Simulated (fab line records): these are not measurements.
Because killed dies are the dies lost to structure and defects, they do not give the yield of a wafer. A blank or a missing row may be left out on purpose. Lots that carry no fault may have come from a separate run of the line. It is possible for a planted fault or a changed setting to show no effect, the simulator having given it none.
Struck lot and sound lot, side by side    flow sfq-line    21 out of 325 route steps
Sound: these wafers, L938.2, L938.3, L938.6. Struck: wafer L949.5. (L949.4, L949.6 of the same lot were not struck and are left out.) The cause comes at the end.
For every step that has rows: the tool of each side, followed by ch and its chambers, followed by its first start. Under that, the readings that differ: sound wafers    struck wafers    difference of the means    sigmas: that difference in standard deviations of wafers without a fault.
alike: readings with means less than 2 such deviations apart, plus words and numbers identical on both sides. not compared: withheld readings, readings lacking a value on some wafer, bounds such as >300 that could conceal the same value, and numbers that have no deviation in the record and whose values overlap.
Wherever a step has rows on one side only, a row that says differs or no value, or a row with sigmas, the two part there. Numbers that don't overlap but have no deviation are shown without sigmas and don't part them. A reading missing from all wafers of one side parts the sides only when that side holds two or more wafers.

first, 3 steps without rows for these wafers: SFQ_TRILAYER_M4_LITHO_EXPOSE_094 (exposes mask M4, target cd 500 nm); SFQ_TRILAYER_M4_LITHO_PEB_096 (peb time 60 s); SFQ_TRILAYER_M4_LITHO_DEVELOP_095 (time 60 s).
SFQ_M4_OVL_MEAS_926:
  struck on overlay-01, day 59 17:43; sound on overlay-01, day 54 02:03
  alike: M4_OVL
SFQ_TRILAYER_M4_BARC_OPEN_METAL_ETCH_123: etches BARC in O2, target depth 125 nm, time 41.7 s.
  sound on rie-metal-04 ch 0, day 54 02:06; struck on rie-metal-02 ch 1, day 59 17:45
reading                       sound           struck  difference  sigmas
drypump-motor-current-A (A)   5.2 5.3 5.3     6.4     +1.1        +3
he-backside-leak-sccm (sccm)  3.89 3.57 3.82  3.18    -0.58       -3
  alike: oes-product-au
  not compared: rf-hours-counter-h
then, 1 step without rows for these wafers: SFQ_TRILAYER_M4_ETCH_METAL_ETCH_096 (etches Nb in Cl2/Ar, stops on SiO2, target depth 240 nm, time 120 s).
SFQ_TRILAYER_M4_STRIP_STRIP_097: strips in O2.
  sound on rie-metal-04 ch 0, day 54 02:39; struck on rie-metal-02 ch 1, day 59 18:07
reading                      sound        struck  difference  sigmas
drypump-motor-current-A (A)  5.4 5.3 5.3  6.4     +1.1        +3
  alike: he-backside-leak-sccm, oes-product-au
  not compared: rf-hours-counter-h
then, 1 step without rows for these wafers: SFQ_TRILAYER_M4_STRIP_SOLV_CLEAN_098 (cleans in NMP, time 600 s).
SFQ_TRILAYER_I4_DEP_PECVD_099: deposits SiO2 from SiH4/N2O, time 111.11 s, target thk 500 nm.
  sound on pecvd-01 ch 0,1,2, day 54 03:50; struck on pecvd-01 ch 0, day 59 18:54
  alike: heater-power-w, throttle-valve-pct
SFQ_TRILAYER_I4_CMP_CMP_100: polishes SiO2.
  sound on cmp-01 ch 0,3, day 54 03:54; struck on cmp-01 ch 3, day 60 06:22
  alike: head-pressure-psi, motor-current-A, platen-rpm, slurry-filter-dp-kPa, time-to-endpoint-s
SFQ_I4_BOW_MEAS_927:
  struck on film-metro-02, day 60 07:26; sound on film-metro-01, day 54 06:55
  alike: I4_BOW
next, for these wafers, 1 step has no rows: SFQ_TRILAYER_I4_METRO_MEASURE_101.
SFQ_TRILAYER_I4_VIA_LITHO_COAT_108: resist thk 62 nm.
  sound on litho-track-02 ch 0, day 54 08:16; struck on litho-track-04 ch 0, day 60 08:50
reading                                                   sound              struck  difference  sigmas
model.BARC_of_TRILAYER_I4_VIA_LITHO_COAT_108.thk-nm (nm)  62.64 62.63 62.32  58.78   -3.75       
then, 5 steps without rows for these wafers: SFQ_TRILAYER_I4_VIA_LITHO_COAT_103 (resist thk 650 nm); SFQ_TRILAYER_I4_VIA_LITHO_SOFTBAKE_107; SFQ_TRILAYER_I4_VIA_LITHO_EXPOSE_104 (exposes mask I4, target cd 700 nm); SFQ_TRILAYER_I4_VIA_LITHO_PEB_106 (peb time 60 s); SFQ_TRILAYER_I4_VIA_LITHO_DEVELOP_105 (time 60 s).
-- the record jumps here: 4 days lie between the struck wafers' starts before and after --
SFQ_I4_OVL_MEAS_928:
  struck on overlay-01, day 64 16:53; sound on overlay-01, day 59 15:18
  alike: I4_OVL
SFQ_TRILAYER_I4_VIA_BARC_OPEN_VIA_ETCH_146: etches BARC in O2, target depth 125 nm, time 41.7 s.
  sound on rie-diel-04 ch 1,2, day 59 15:20; struck on rie-diel-01 ch 2, day 64 16:54
reading                   sound              struck  difference  sigmas
oes-product-au (a.u.)     0.698 0.684 0.689  0.673   -0.017      -4
model.etch.depth-nm (nm)  62.64 62.63 62.32  58.78   -3.75       
  alike: drypump-motor-current-A
  not compared: rf-hours-counter-h
SFQ_TRILAYER_I4_VIA_ETCH_VIA_ETCH_106: etches SiO2 in CHF3, stops on Nb, target depth 260 nm.
  sound on rie-diel-04 ch 1,2, day 59 15:22; struck on rie-diel-01 ch 2, day 64 16:56
reading                      sound        struck  difference  sigmas
drypump-motor-current-A (A)  4.9 5.8 5.9  6.3     +0.8        +2
  alike: oes-product-au

## WHERE THEY PART
First at SFQ_TRILAYER_M4_BARC_OPEN_METAL_ETCH_123; last, within this record, at SFQ_TRILAYER_I4_VIA_ETCH_VIA_ETCH_106.

WHY: what had been put in by the simulator
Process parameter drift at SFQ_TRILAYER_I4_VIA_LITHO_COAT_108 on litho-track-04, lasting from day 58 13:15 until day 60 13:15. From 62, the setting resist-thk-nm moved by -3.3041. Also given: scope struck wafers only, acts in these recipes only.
